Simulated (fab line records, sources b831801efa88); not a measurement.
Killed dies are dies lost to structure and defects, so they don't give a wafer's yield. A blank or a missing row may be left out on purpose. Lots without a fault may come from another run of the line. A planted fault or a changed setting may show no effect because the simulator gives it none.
fab line records | flow gf180mcu
record lots=24 wafers=72 last_day=34
route steps=602 shown HV_LDD@234 M2@362 V2@387 V4@497
lots that met no fault: from a run of the same line without faults
start_h: hours from the record's first day to the start of the lot's first wafer shown | wait_h: hours since the lot's step before | " the same as in the row above | L1.1+2: a row that stands for several wafers | - no value, or no start given | * or withheld: withheld | < > ~ a bound
route shown NAME@n: a module of which the file shows steps, and the number in the route of the first | usual: mean/standard deviation of fault-free wafers | same: alike in all rows | chamber/n: place in a boat | sites: the reading at each site | _std_site: their standard deviation | _edge_site: outer sites' mean less inner sites' | radius_mm: how far each site lies from the wafer's centre | mask NAME#n: copy n | behind: the tool/chamber that last shaped the wafer | hold: why the lot was held/for how many hours/how that ended | device: the transistor (n, p or np) that didn't switch | end of line: the same wafers' tests at the end of the route | a step without rows: its recipe alone | killed: dies lost to structure and defects at the first sort, not the wafer's yield | map: a wafer's dies, x killed, . not, _ none there
set.NAME: the setting as run; set.NAME@STEP: as run at that earlier step | model.NAME: the simulator's own value behind a step, which no gauge read
steps of the route over a sample of lots; a table a step, a row a wafer
services: from which hour (start_h, from the record's first day; less than 0 if before it) a tool's chamber was out of use, for how many hours, and why
## steps
# step GF_HV_LDD_ETCHBACK_58
# recipe chemistry=CH3F/O2 target=Si3N4 stop_on=SiO2 source_w=400 bias_w=80 pressure_mtorr=25 ch3f_flow_sccm=40 O2_flow_sccm=30 time_s=100 target_depth_a=900
# usual drypump_motor_current_A=5.8/0.47 oes_product_au=0.841/0.0057 throttle_valve_pct=10.562/0.0094
# columns lot.wafer tool chamber start_h wait_h drypump_motor_current_A oes_product_au rf_hours_counter_h throttle_valve_pct
L074.2 rie_diel-01 1 275.18 0.0 5.0 0.838 96 10.544
L074.3 " 3 " " 5.6 0.837 20 10.574
L074.5 " 1 " " 5.0 0.841 - 10.550
L075.1 rie_diel-01 1 279.88 0.1 5.0 0.845 96 10.570
L075.2 " 0 " " 5.8 0.836 49 10.552
L075.5 " 2 " " 6.2 0.836 - 10.549
L076.2 rie_diel-02 1 294.94 0.0 5.5 0.848 63 10.578
L076.5 " 2 " " 5.5 0.839 - 10.564
L076.6 " 1 " " 5.5 0.840 - 10.565
L077.2 rie_diel-02 1 303.08 0.0 5.5 0.845 64 10.577
L077.3 " 2 " " 5.5 0.844 9 10.568
L077.5 " 2 " " 5.5 0.841 - 10.562
L078.1 rie_diel-02 1 306.67 0.1 5.5 0.847 64 10.554
L078.3 " 3 " " 6.6 0.844 45 10.548
L078.4 " 0 " " 6.3 0.836 17 10.572
L079.1 rie_diel-04 1 313.85 0.1 5.8 0.837 92 10.564
L079.3 " 2 " " 4.9 0.846 5 10.556
L079.4 " 3 " " 5.8 0.831 1 10.559
L080.1 rie_diel-01 0 321.13 0.1 5.8 0.846 50 10.579
L080.2 " 1 " " 5.0 0.838 97 10.556
L080.4 " 0 " " 5.9 0.848 - 10.554
L081.2 rie_diel-01 0 333.28 0.0 5.8 0.835 51 10.560
L081.4 " 1 " " 5.0 0.850 - 10.549
L081.6 " 2 " " 6.2 0.839 - 10.575
L082.2 rie_diel-04 0 337.35 0.0 5.9 0.847 5 10.555
L082.5 " 3 " " 5.8 0.846 - 10.572
L082.6 " 2 " " 4.9 0.849 - 10.568
L083.1 rie_diel-04 3 349.91 0.1 5.8 0.846 2 10.544
L083.4 " 0 " " 5.9 0.843 5 10.562
L083.6 " 1 " " 5.8 0.846 - 10.564
L084.1 rie_diel-01 3 360.03 0.1 5.6 0.843 22 10.551
L084.3 " 2 " " 6.1 0.842 53 10.578
L084.4 " 1 " " 5.0 0.842 98 10.560
L085.1 rie_diel-02 1 368.16 0.1 5.5 0.835 66 10.561
L085.2 " 0 " " 6.3 0.844 19 10.560
L085.3 " 2 " " 5.5 0.842 11 10.546
L086.1 rie_diel-02 2 379.52 0.1 5.5 0.854 11 10.569
L086.4 " 0 " " 6.3 0.853 19 10.549
L086.5 " 2 " " 5.5 0.842 - 10.570
L087.3 rie_diel-04 3 388.73 0.0 5.8 0.840 3 10.559
L087.5 " 2 " " 4.9 0.835 - 10.553
L087.6 " 1 " " 5.9 0.839 - 10.552
L088.1 rie_diel-01 1 399.01 0.1 5.0 0.843 99 10.563
L088.4 " 0 " " 5.8 0.842 52 10.569
L088.6 " 1 " " 5.0 0.838 - 10.567
L089.4 rie_diel-01 3 401.47 0.0 5.6 0.831 23 10.549
L089.5 " 3 " " 5.6 0.824 - 10.562
L089.6 " 0 " " 5.8 0.830 - 10.561
L090.1 rie_diel-04 2 412.72 0.1 4.9 0.840 7 10.576
L090.2 " 1 " " 5.9 0.848 95 10.557
L090.5 " 0 " " 5.9 0.842 - 10.567
L091.3 rie_diel-02 1 421.40 0.0 5.5 0.844 67 10.555
L091.4 " 1 " " 5.5 0.840 - 10.556
L091.6 " 0 " " 6.3 0.850 - 10.559
L092.1 rie_diel-02 1 425.32 0.1 5.5 0.846 67 10.558
L092.2 " 3 " " 6.6 0.838 49 10.573
L092.6 " 0 " " 6.3 0.846 - 10.562
L093.1 rie_diel-04 3 430.67 0.1 5.8 0.829 3 10.580
L093.4 " 0 " " 5.9 0.837 - 10.560
L093.5 " 3 " " 5.8 0.835 - 10.570
L094.1 rie_diel-02 3 440.05 0.1 6.6 0.836 49 10.555
L094.3 " 0 " " 6.3 0.844 21 10.547
L094.4 " 1 " " 5.5 0.844 68 10.543
L095.3 rie_diel-01 3 444.00 0.0 5.6 0.833 24 10.554
L095.4 " 2 " " 6.2 0.839 55 10.569
L095.5 " 1 " " 5.0 0.840 - 10.568
L096.1 rie_diel-04 1 451.47 0.1 5.9 0.841 96 10.551
L096.2 " 2 " " 4.9 0.833 8 10.563
L096.4 " 3 " " 5.8 0.840 4 10.554
L097.1 rie_diel-04 3 465.76 0.1 5.8 0.845 4 10.569
L097.4 " 1 " " 5.9 0.846 96 10.564
L097.6 " 0 " " 5.9 0.841 - 10.580
# step GF_M2_SPUTTER_00
# recipe material=Ti target_thk_nm=37.5 arriving_ion_energy_ev=80 substrate_temp_c=200 chamber_pressure_pa=2 power_w=4000 time_s=150
# usual throttle_valve_pct=30.0/1.1
# columns lot.wafer tool chamber start_h wait_h throttle_valve_pct
L074.2 pvd_sputter-02 - 409.66 0.2 31.1
L074.3 " - " " 29.5
L074.5 " - " " 31.3
L075.1 pvd_sputter-02 - 414.84 0.2 31.4
L075.2 " - " " 30.6
L075.5 " - " " 29.0
L076.2 pvd_sputter-02 - 435.28 0.1 29.3
L076.5 " - " " 29.3
L076.6 " - " " 30.7
L077.2 pvd_sputter-02 - 442.72 0.1 30.9
L077.3 " - " " 30.6
L077.5 " - " " 31.3
L078.1 pvd_sputter-01 - 447.89 0.1 28.5
L078.3 " - " " 28.5
L078.4 " - " " 31.4
L079.1 pvd_sputter-01 - 457.46 0.2 29.0
L079.3 " - " " 28.4
L079.4 " - " " 28.3
L080.1 pvd_sputter-02 - 464.07 0.1 29.4
L080.2 " - " " 31.2
L080.4 " - " " 31.1
L081.2 pvd_sputter-02 - 478.89 0.1 31.3
L081.4 " - " " 29.3
L081.6 " - " " 31.1
L082.2 pvd_sputter-01 - 483.72 0.2 29.1
L082.5 " - " " 28.5
L082.6 " - " " 28.9
L083.1 pvd_sputter-02 - 496.07 0.1 29.5
L083.4 " - " " 31.2
L083.6 " - " " 29.3
L084.1 pvd_sputter-02 - 506.66 0.2 30.7
L084.3 " - " " 31.3
L084.4 " - " " 29.3
L085.1 pvd_sputter-01 - 515.89 0.1 28.6
L085.2 " - " " 28.9
L085.3 " - " " 28.1
L086.1 pvd_sputter-01 - 528.11 0.1 31.5
L086.4 " - " " 29.1
L086.5 " - " " 28.5
L087.3 pvd_sputter-02 - 534.94 0.1 30.7
L087.5 " - " " 30.5
L087.6 " - " " 31.3
L088.1 pvd_sputter-04 - 546.81 0.1 29.1
L088.4 " - " " 30.5
L088.6 " - " " 29.2
L089.4 pvd_sputter-04 - 547.76 0.1 29.1
L089.5 " - " " 29.2
L089.6 " - " " 31.3
L090.1 pvd_sputter-02 - 560.59 0.2 30.8
L090.2 " - " " 29.4
L090.5 " - " " 31.0
L091.3 pvd_sputter-04 - 569.26 0.2 31.2
L091.4 " - " " 29.3
L091.6 " - " " 31.3
L092.1 pvd_sputter-04 - 571.96 0.1 31.4
L092.2 " - " " 29.0
L092.6 " - " " 30.4
L093.1 pvd_sputter-01 - 574.78 0.1 28.2
L093.4 " - " " 28.4
L093.5 " - " " 28.6
L094.1 pvd_sputter-04 - 587.11 0.1 29.3
L094.3 " - " " 29.3
L094.4 " - " " 31.2
L095.3 pvd_sputter-02 - 588.56 0.2 31.4
L095.4 " - " " 31.2
L095.5 " - " " 31.2
L096.1 pvd_sputter-04 - 596.16 0.1 30.5
L096.2 " - " " 29.5
L096.4 " - " " 29.2
L097.1 pvd_sputter-01 - 606.46 0.2 31.3
L097.4 " - " " 28.6
L097.6 " - " " 28.8
# step GF_M2_CD_MEAS_14
# recipe target_cd_nm=280
# usual cd_nm=279.9/1.4
# columns lot.wafer tool chamber start_h wait_h cd_nm
L074.2 cd_sem-01 - 433.42 0.1 280.0
L074.3 " - " " 278.9
L074.5 " - " " 280.2
L075.1 cd_sem-02 - 439.60 0.1 278.9
L075.2 " - " " 279.2
L075.5 " - " " 280.7
L076.2 cd_sem-02 - 459.47 0.1 281.1
L076.5 " - " " 280.7
L076.6 " - " " 280.7
L077.2 cd_sem-02 - 466.89 0.1 280.2
L077.3 " - " " 279.2
L077.5 " - " " 281.5
L078.1 cd_sem-02 - 471.45 0.1 279.3
L078.3 " - " " 280.6
L078.4 " - " " 280.6
L079.1 cd_sem-01 - 481.82 0.1 280.3
L079.3 " - " " 279.7
L079.4 " - " " 279.8
L080.1 cd_sem-02 - 487.72 0.1 280.9
L080.2 " - " " 281.0
L080.4 " - " " 282.3
L081.2 cd_sem-02 - 502.04 0.1 279.0
L081.4 " - " " 279.3
L081.6 " - " " 277.5
L082.2 cd_sem-02 - 507.07 0.1 279.6
L082.5 " - " " 278.2
L082.6 " - " " 278.9
L083.1 cd_sem-02 - 519.42 0.1 281.5
L083.4 " - " " 281.8
L083.6 " - " " 281.9
L084.1 cd_sem-02 - 529.85 0.1 279.2
L084.3 " - " " 278.3
L084.4 " - " " 279.3
L085.1 cd_sem-01 - 538.75 0.1 283.0
L085.2 " - " " 283.0
L085.3 " - " " 281.9
L086.1 cd_sem-02 - 550.25 0.1 280.1
L086.4 " - " " 281.6
L086.5 " - " " 281.5
L087.3 cd_sem-01 - 557.49 0.1 278.9
L087.5 " - " " 279.2
L087.6 " - " " 278.6
L088.1 cd_sem-02 - 568.19 0.2 279.7
L088.4 " - " " 281.6
L088.6 " - " " 280.5
L089.4 cd_sem-02 - 569.98 0.1 279.6
L089.5 " - " " 279.1
L089.6 " - " " 278.5
L090.1 cd_sem-02 - 582.15 0.1 279.2
L090.2 " - " " 279.1
L090.5 " - " " 279.5
L091.3 cd_sem-02 - 591.44 0.1 278.1
L091.4 " - " " 277.5
L091.6 " - " " 278.8
L092.1 cd_sem-02 - 593.60 0.1 282.4
L092.2 " - " " 282.9
L092.6 " - " " 283.5
L093.1 cd_sem-02 - 596.05 0.1 278.5
L093.4 " - " " 277.8
L093.5 " - " " 277.3
L094.1 cd_sem-02 - 607.99 0.2 278.6
L094.3 " - " " 279.5
L094.4 " - " " 279.5
L095.3 cd_sem-02 - 609.85 0.2 280.8
L095.4 " - " " 279.9
L095.5 " - " " 280.2
L096.1 cd_sem-02 - 617.49 0.2 279.1
L096.2 " - " " 280.6
L096.4 " - " " 280.3
L097.1 cd_sem-02 - 627.37 0.1 279.6
L097.4 " - " " 279.9
L097.6 " - " " 280.5
# step GF_V2_BOW_MEAS_05
# recipe mode=bow
# usual V2_BOW=102/9.6
# columns lot.wafer tool chamber start_h wait_h V2_BOW[um]
L074.2 film_metro-01 - 434.82 0.1 96
L074.3 " - " " 92
L074.5 " - " " 96
L075.1 film_metro-02 - 440.99 0.1 85
L075.2 " - " " 80
L075.5 " - " " 92
L076.2 film_metro-02 - 460.96 0.2 100
L076.5 " - " " 98
L076.6 " - " " 99
L077.2 film_metro-04 - 468.35 0.1 107
L077.3 " - " " 111
L077.5 " - " " 112
L078.1 film_metro-04 - 472.86 0.2 108
L078.3 " - " " 102
L078.4 " - " " 100
L079.1 film_metro-04 - 483.28 0.2 116
L079.3 " - " " 114
L079.4 " - " " 93
L080.1 film_metro-04 - 489.13 0.2 117
L080.2 " - " " 99
L080.4 " - " " 120
L081.2 film_metro-01 - 503.68 0.2 101
L081.4 " - " " 103
L081.6 " - " " 115
L082.2 film_metro-02 - 508.58 0.2 109
L082.5 " - " " 104
L082.6 " - " " 114
L083.1 film_metro-02 - 520.80 0.2 108
L083.4 " - " " 105
L083.6 " - " " 112
L084.1 film_metro-04 - 531.24 0.1 122
L084.3 " - " " 111
L084.4 " - " " 116
L085.1 film_metro-04 - 540.14 0.2 109
L085.2 " - " " 115
L085.3 " - " " 98
L086.1 film_metro-01 - 551.63 0.2 111
L086.4 " - " " 105
L086.5 " - " " 104
L087.3 film_metro-04 - 558.88 0.1 88
L087.5 " - " " 88
L087.6 " - " " 91
L088.1 film_metro-04 - 569.61 0.2 106
L088.4 " - " " 98
L088.6 " - " " 112
L089.4 film_metro-02 - 571.54 0.3 110
L089.5 " - " " 104
L089.6 " - " " 111
L090.1 film_metro-02 - 583.53 0.2 97
L090.2 " - " " 106
L090.5 " - " " 107
L091.3 film_metro-01 - 592.82 0.2 100
L091.4 " - " " 91
L091.6 " - " " 107
L092.1 film_metro-01 - 594.98 0.1 92
L092.2 " - " " 94
L092.6 " - " " 96
L093.1 film_metro-02 - 597.43 0.2 96
L093.4 " - " " 97
L093.5 " - " " 91
L094.1 film_metro-02 - 609.37 0.1 112
L094.3 " - " " 102
L094.4 " - " " 103
L095.3 film_metro-04 - 611.57 0.2 97
L095.4 " - " " 104
L095.5 " - " " 101
L096.1 film_metro-01 - 618.88 0.2 91
L096.2 " - " " 96
L096.4 " - " " 79
L097.1 film_metro-02 - 628.88 0.1 85
L097.4 " - " " 98
L097.6 " - " " 90
# step GF_V2_CVD_23
# recipe material=W target_thk_nm=350 time_s=104.94 temp_c=400 pressure_torr=40
# usual heater_power_w=944/96
# columns lot.wafer tool chamber start_h wait_h heater_power_w
L074.2 cvd_w-01 0 459.45 0.0 1003
L074.3 " 0 " " 983
L074.5 " 1 " " 801
L075.1 cvd_w-01 1 466.23 0.0 797
L075.2 " 0 " " 998
L075.5 " 1 " " 779
L076.2 cvd_w-02 1 485.12 0.0 1010
L076.5 " 0 " " 963
L076.6 " 1 " " 1042
L077.2 cvd_w-02 1 492.87 0.0 990
L077.3 " 0 " " 956
L077.5 " 0 " " 966
L078.1 cvd_w-01 0 497.33 0.0 983
L078.3 " 1 " " 789
L078.4 " 0 " " 980
L079.1 cvd_w-02 0 508.17 0.0 985
L079.3 " 0 " " 959
L079.4 " 1 " " 1023
L080.1 cvd_w-01 1 513.08 0.0 796
L080.2 " 0 " " 994
L080.4 " 0 " " 997
L081.2 cvd_w-01 0 527.62 0.0 972
L081.4 " 0 " " 988
L081.6 " 0 " " 1008
L082.2 cvd_w-02 0 531.99 0.0 984
L082.5 " 1 " " 1023
L082.6 " 0 " " 968
L083.1 cvd_w-02 1 544.92 0.0 1046
L083.4 " 1 " " 1024
L083.6 " 0 " " 996
L084.1 cvd_w-01 0 554.29 0.0 1001
L084.3 " 0 " " 991
L084.4 " 1 " " 788
L085.1 cvd_w-01 0 564.00 0.0 997
L085.2 " 1 " " 792
L085.3 " 1 " " 802
L086.1 cvd_w-01 1 573.59 0.0 790
L086.4 " 1 " " 777
L086.5 " 0 " " 991
L087.3 cvd_w-01 0 581.91 0.1 998
L087.5 " 1 " " 795
L087.6 " 0 " " 1000
L088.1 cvd_w-02 0 592.67 0.0 921
L088.4 " 1 " " 1046
L088.6 " 0 " " 994
L089.4 cvd_w-02 1 594.28 0.1 1056
L089.5 " 1 " " 1021
L089.6 " 0 " " 972
L090.1 cvd_w-01 0 605.56 0.0 996
L090.2 " 1 " " 786
L090.5 " 1 " " 810
L091.3 cvd_w-02 1 614.95 0.1 1050
L091.4 " 0 " " 995
L091.6 " 0 " " 962
L092.1 cvd_w-01 0 616.86 0.0 991
L092.2 " 1 " " 778
L092.6 " 1 " " 804
L093.1 cvd_w-01 0 618.98 0.0 975
L093.4 " 1 " " 767
L093.5 " 0 " " 993
L094.1 cvd_w-02 0 630.59 0.0 972
L094.3 " 0 " " 971
L094.4 " 1 " " 1041
L095.3 cvd_w-01 1 632.76 0.1 798
L095.4 " 0 " " 987
L095.5 " 0 " " 980
L096.1 cvd_w-02 0 640.10 0.0 972
L096.2 " 1 " " 1068
L096.4 " 1 " " 1038
L097.1 cvd_w-02 0 649.60 0.0 951
L097.4 " 1 " " 1028
L097.6 " 0 " " 969
# step GF_V4_SPUTTER_21
# recipe material=Ti target_thk_nm=15 chamber_pressure_pa=5 power_w=2500 substrate_temp_c=200 time_s=80.02
# usual throttle_valve_pct=30.1/1.2
# columns lot.wafer tool chamber start_h wait_h throttle_valve_pct
L074.2 pvd_sputter-03 - 558.60 0.0 31.0
L074.3 " - " " 29.9
L074.5 " - " " 29.2
L075.1 pvd_sputter-02 - 564.22 0.0 30.6
L075.2 " - " " 29.2
L075.5 " - " " 30.7
L076.2 pvd_sputter-02 - 588.84 0.0 30.7
L076.5 " - " " 30.7
L076.6 " - " " 29.6
L077.2 pvd_sputter-01 - 589.21 0.0 28.4
L077.3 " - " " 29.1
L077.5 " - " " 29.0
L078.1 pvd_sputter-01 - 593.49 0.0 29.2
L078.3 " - " " 28.7
L078.4 " - " " 31.2
L079.1 pvd_sputter-01 - 602.79 0.0 28.7
L079.3 " - " " 28.4
L079.4 " - " " 31.1
L080.1 pvd_sputter-01 - 609.03 0.0 31.4
L080.2 " - " " 29.2
L080.4 " - " " 28.6
L081.2 pvd_sputter-02 - 618.76 0.0 30.8
L081.4 " - " " 31.4
L081.6 " - " " 31.3
L082.2 pvd_sputter-01 - 625.12 0.0 28.5
L082.5 " - " " 28.5
L082.6 " - " " 31.5
L083.1 pvd_sputter-02 - 636.92 0.0 31.2
L083.4 " - " " 31.0
L083.6 " - " " 30.7
L084.1 pvd_sputter-01 - 643.68 0.0 28.6
L084.3 " - " " 29.1
L084.4 " - " " 31.4
L085.1 pvd_sputter-01 - 653.42 0.0 31.3
L085.2 " - " " 28.3
L085.3 " - " " 28.8
L086.1 pvd_sputter-02 - 661.95 0.0 29.5
L086.4 " - " " 31.1
L086.5 " - " " 31.0
L087.3 pvd_sputter-01 - 669.84 0.0 28.5
L087.5 " - " " 31.2
L087.6 " - " " 28.5
L088.1 pvd_sputter-03 - 678.32 0.0 32.2
L088.4 " - " " 30.8
L088.6 " - " " 30.1
L089.4 pvd_sputter-02 - 680.07 0.0 29.7
L089.5 " - " " 31.0
L089.6 " - " " 30.5
L090.1 pvd_sputter-01 - 691.54 0.0 28.6
L090.2 " - " " 29.1
L090.5 " - " " 31.5
L091.3 pvd_sputter-02 - 697.38 0.0 31.3
L091.4 " - " " 31.1
L091.6 " - " " 31.4
L092.1 pvd_sputter-03 - 701.26 0.0 32.5
L092.2 " - " " 30.7
L092.6 " - " " 29.9
L093.1 pvd_sputter-03 - 704.65 0.0 32.4
L093.4 " - " " 28.8
L093.5 " - " " 29.3
L094.1 pvd_sputter-01 - 713.27 0.0 28.6
L094.3 " - " " 28.5
L094.4 " - " " 29.1
L095.3 pvd_sputter-03 - 715.57 0.0 28.9
L095.4 " - " " 30.2
L095.5 " - " " 32.6
L096.1 pvd_sputter-02 - 722.95 0.0 31.5
L096.2 " - " " 30.8
L096.4 " - " " 29.4
L097.1 pvd_sputter-02 - 730.34 0.0 29.5
L097.4 " - " " 30.6
L097.6 " - " " 29.3
## services
# columns tool chamber start_h hours kind
pvd_sputter-02 - 261.50 5.5 repair
rie_diel-02 0 276.44 1.7 repair
rie_diel-01 1 284.65 6.2 repair
pvd_sputter-01 - 293.57 11.1 repair
rie_diel-01 3 317.19 22.5 repair
rie_diel-04 3 352.07 2.7 repair
rie_diel-02 - 357.84 0.4 repair
pvd_sputter-01 - 378.06 2.6 repair
rie_diel-02 2 389.43 4.3 repair
cvd_w-01 - 390.00 14.0 pm
rie_diel-02 3 407.05 7.3 repair
pvd_sputter-01 - 414.42 2.7 repair
rie_diel-02 2 419.11 3.4 repair
rie_diel-04 2 422.01 11.7 repair
rie_diel-01 - 447.16 0.6 repair
rie_diel-04 1 485.37 8.4 repair
rie_diel-02 0 488.38 2.0 repair
rie_diel-04 2 509.18 1.7 repair
rie_diel-01 1 564.11 15.4 repair
cvd_w-01 0 654.84 9.4 repair
pvd_sputter-01 - 657.45 7.0 repair
cvd_w-02 - 667.48 0.5 repair
cvd_w-02 0 673.54 5.6 repair
cvd_w-01 - 702.29 9.1 repair
## key
fault none
